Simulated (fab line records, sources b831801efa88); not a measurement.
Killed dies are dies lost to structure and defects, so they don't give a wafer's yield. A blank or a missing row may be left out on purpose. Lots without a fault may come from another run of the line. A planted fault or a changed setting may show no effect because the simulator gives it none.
Which tool did it? | flow gf180mcu | 12 lots, 36 wafers sampled, at 6 steps of a route of 602

WHAT THE GAUGES READ, wafer by wafer
GF_M1_RS_MEAS_05: measures by four-point-probe. Usual: M1_ALCU_RS 0.0697 ohm/sq, standard deviation 0.00086.
lot  | measured     | on            | M1_ALCU_RS (ohm/sq)  | flag
L737 | day 16 07:40 | film_metro-04 | 0.0699 0.0699 0.0701 |
L738 | day 16 21:59 | film_metro-03 | 0.0706 0.0702 0.0697 |
L739 | day 17 00:59 | film_metro-04 | 0.0701 0.0699 0.0703 |
L741 | day 18 02:28 | film_metro-04 | 0.0705 0.0708 0.0710 |
L744 | day 19 06:24 | film_metro-01 | 0.0704 0.0699 0.0703 |
L746 | day 19 17:55 | film_metro-04 | 0.0684 0.0694 0.0686 |
L748 | day 20 08:46 | film_metro-01 | 0.0700 0.0695 0.0698 |
L749 | day 21 02:07 | film_metro-01 | 0.0707 0.0700 0.0709 |
L756 | day 22 23:25 | film_metro-03 | 0.0694 0.0695 0.0703 |
L757 | day 23 08:00 | film_metro-03 | 0.0702 0.0711 0.0708 |
L758 | day 23 19:31 | film_metro-04 | 0.0691 0.0692 0.0686 |
L759 | day 24 10:41 | film_metro-03 | 0.0684 0.0688 0.0687 |

GF_M1_OVL_MEAS_15. Usual: M1_OVL 2 nm, standard deviation 5.6.
lot  | measured     | on         | M1_OVL (nm) | flag
L737 | day 17 06:14 | overlay-01 | 0 -2 2      |
L738 | day 17 21:05 | overlay-01 | -4 6 0      |
L739 | day 18 00:25 | overlay-01 | 11 15 7     |
L741 | day 19 02:08 | overlay-01 | -7 -3 -4    |
L744 | day 20 07:08 | overlay-02 | 0 2 0       |
L746 | day 20 18:13 | overlay-01 | 0 6 3       |
L748 | day 21 08:32 | overlay-01 | 4 1 4       |
L749 | day 22 02:07 | overlay-02 | -1 6 3      |
L756 | day 23 23:08 | overlay-01 | -5 1 -1     |
L757 | day 24 07:07 | overlay-02 | 8 12 6      |
L758 | day 24 18:22 | overlay-02 | 5 5 3       |
L759 | day 25 08:56 | overlay-01 | -5 -7 6     |

GF_V1_THK_MEAS_03. Usual: V1_CVD_02_THK 852 nm, standard deviation 9.8.
lot  | measured     | on            | V1_CVD_02_THK (nm) | flag
L737 | day 17 07:10 | film_metro-02 | 840 844 856        |
L738 | day 17 22:08 | film_metro-01 | 828 826 849        |
L739 | day 18 01:19 | film_metro-04 | 851 861 862        |
L741 | day 19 03:03 | film_metro-01 | 847 860 853        |
L744 | day 20 08:04 | film_metro-01 | 846 856 860        |
L746 | day 20 19:09 | film_metro-02 | 842 858 863        |
L748 | day 21 09:31 | film_metro-02 | 849 866 863        |
L749 | day 22 03:07 | film_metro-04 | 854 866 864        |
L756 | day 24 00:04 | film_metro-04 | 1162 1160 1170     | OFF
L757 | day 24 08:11 | film_metro-01 | 1165 1153 1176     | OFF
L758 | day 24 19:26 | film_metro-02 | 845 848 866        |
L759 | day 25 09:50 | film_metro-01 | 844 860 849        |

GF_V1_OVL_MEAS_15. Usual: V1_OVL 1 nm, standard deviation 5.
lot  | measured     | on         | V1_OVL (nm) | flag
L737 | day 18 06:47 | overlay-01 | 3 13 1      |
L738 | day 18 22:29 | overlay-02 | 2 0 3       |
L739 | day 19 01:07 | overlay-01 | 3 3 2       |
L741 | day 20 04:08 | overlay-02 | 6 5 2       |
L744 | day 21 08:23 | overlay-02 | 7 -2 2      |
L746 | day 21 20:22 | overlay-01 | -9 -4 -6    |
L748 | day 22 09:41 | overlay-02 | 7 3 -2      |
L749 | day 23 03:07 | overlay-02 | 0 -3 -2     |
L756 | day 24 22:50 | overlay-01 | 10 2 5      |
L757 | day 25 06:16 | overlay-01 | 3 5 -5      |
L758 | day 25 18:04 | overlay-01 | -5 1 -6     |
L759 | day 26 06:50 | overlay-01 | 3 4 -1      |

WHICH TOOL RAN EACH LOT (tool, then ch and the chambers of the sampled wafers, then the start)
lot  | GF_V1_CVD_02                    | GF_V1_CMP_04
L737 | pecvd-03 ch 0,2, day 17 07:05   | cmp-02 ch 1,3, day 17 07:13
L738 | pecvd-01 ch 0,2, day 17 22:04   | cmp-01 ch 0,2, day 17 22:45
L739 | pecvd-02 ch 0,1, day 18 01:16   | cmp-02 ch 0,1,2, day 18 01:32
L741 | pecvd-01 ch 0,1,2, day 19 02:58 | cmp-02 ch 0,2,3, day 19 03:14
L744 | pecvd-02 ch 1,2, day 20 07:59   | cmp-02 ch 1,2,3, day 20 08:13
L746 | pecvd-01 ch 0,1, day 20 19:05   | cmp-01 ch 0,1,3, day 20 19:16
L748 | pecvd-02 ch 0,1, day 21 09:25   | cmp-02 ch 1,2, day 21 09:34
L749 | pecvd-03 ch 0,2, day 22 03:02   | cmp-01 ch 0,1, day 22 03:10
L756 | pecvd-03 ch 0,1,2, day 23 23:59 | cmp-01 ch 0,2,3, day 24 00:07
L757 | pecvd-03 ch 1,2, day 24 08:07   | cmp-01 ch 0,2,3, day 24 08:14
L758 | pecvd-01 ch 0,1,2, day 24 19:22 | cmp-01 ch 1,2, day 24 19:32
L759 | pecvd-02 ch 0,1,2, day 25 09:45 | cmp-01 ch 1,3, day 25 09:56
- GF_V1_CVD_02: deposits SiO2 from TEOS, target thk 850 nm, time 94.851 s.
- GF_V1_CMP_04: polishes SiO2.

WHAT THE TOOLS THEMSELVES READ (means of the sampled wafers that have a number; where no wafer has one, the mark that the record gives instead)
GF_V1_CVD_02. Usual: heater_power_w 702 W, standard deviation 84; run_length_s 122.7 s, standard deviation 0.55.
lot  | tool     | heater_power_w (W) | run_length_s (s) | flag
L737 | pecvd-03 | 704                | 122.4            |
L738 | pecvd-01 | 743                | 122.7            |
L739 | pecvd-02 | 647                | 122.4            |
L741 | pecvd-01 | 791                | 123.2            |
L744 | pecvd-02 | 637                | 122.5            |
L746 | pecvd-01 | 662                | 123.1            |
L748 | pecvd-02 | 710                | 122.4            |
L749 | pecvd-03 | 701                | 122.2            |
L756 | pecvd-03 | 749                | 158.9            | OFF
L757 | pecvd-03 | 745                | 158.5            | OFF
L758 | pecvd-01 | 715                | 123.1            |
L759 | pecvd-02 | 681                | 122.3            |

GF_V1_CMP_04. Usual: motor_current_A 12.2 A, standard deviation 1.2; slurry_filter_dp_kPa 13.50 kPa, standard deviation 0.12; time_to_endpoint_s 81 s, standard deviation 5.1.
lot  | tool   | motor_current_A (A) | slurry_filter_dp_kPa (kPa) | time_to_endpoint_s (s) | flag
L737 | cmp-02 | 12.6                | 13.55                      | 77                     |
L738 | cmp-01 | 13.3                | 13.46                      | 71                     |
L739 | cmp-02 | 11.6                | 13.45                      | 89                     |
L741 | cmp-02 | 11.9                | 13.47                      | 88                     |
L744 | cmp-02 | 11.6                | 13.62                      | 80                     |
L746 | cmp-01 | 12.0                | 13.51                      | 79                     |
L748 | cmp-02 | 11.2                | 13.48                      | 83                     |
L749 | cmp-01 | 12.3                | 13.53                      | 82                     |
L756 | cmp-01 | 13.0                | 13.47                      | 195                    | OFF
L757 | cmp-01 | 12.6                | 13.48                      | 193                    | OFF
L758 | cmp-01 | 12.3                | 13.42                      | 79                     |
L759 | cmp-01 | 11.4                | 13.50                      | 81                     |

THE ANSWER, worked out from the rows above alone
Rule: a lot is off if the mean of its wafers that have a number lies more than 3 standard deviations from the usual mean. A lot without any number at a reading at which 4 lots or more have one is off too. The other lots that the step has rows for count as sound. The gauges are gone through in route order, then the tools' own readings, and for those a lot's mean is taken as printed above. The first step at which some lot is off is used, and at that step the reading that is off furthest; a lot without a number counts as furthest.
Off: L756, L757, at GF_V1_THK_MEAS_03 (V1_CVD_02_THK).
A tool fits if, at a process step before that reading, it ran every lot that is off, and no sound lot after the first of them. The gauges at GF_V1_THK_MEAS_03 aren't tried: what is off there is off at GF_V1_CVD_02 too, on other tools, and a gauge's error can't cause that. One fits: pecvd-03 at GF_V1_CVD_02. Its last sound lot is L749 (day 22 03:02), its first lot that is off L756 (day 23 23:59): a fault that began between those two fits.
The tool's own readings at GF_V1_CVD_02 bear it out: on the lots that are off they differ by more than 5 times the standard deviation of the sound lots' means. run_length_s reads 158.7 s there against 122.6 s on the sound lots.

WHAT THE SIMULATOR HAD PUT IN
Process parameter drift: pecvd-03, from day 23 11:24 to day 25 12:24, at GF_V1_CVD_02. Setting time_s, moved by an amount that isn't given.
Lots struck among those shown: L756, L757. The rule above found the same.
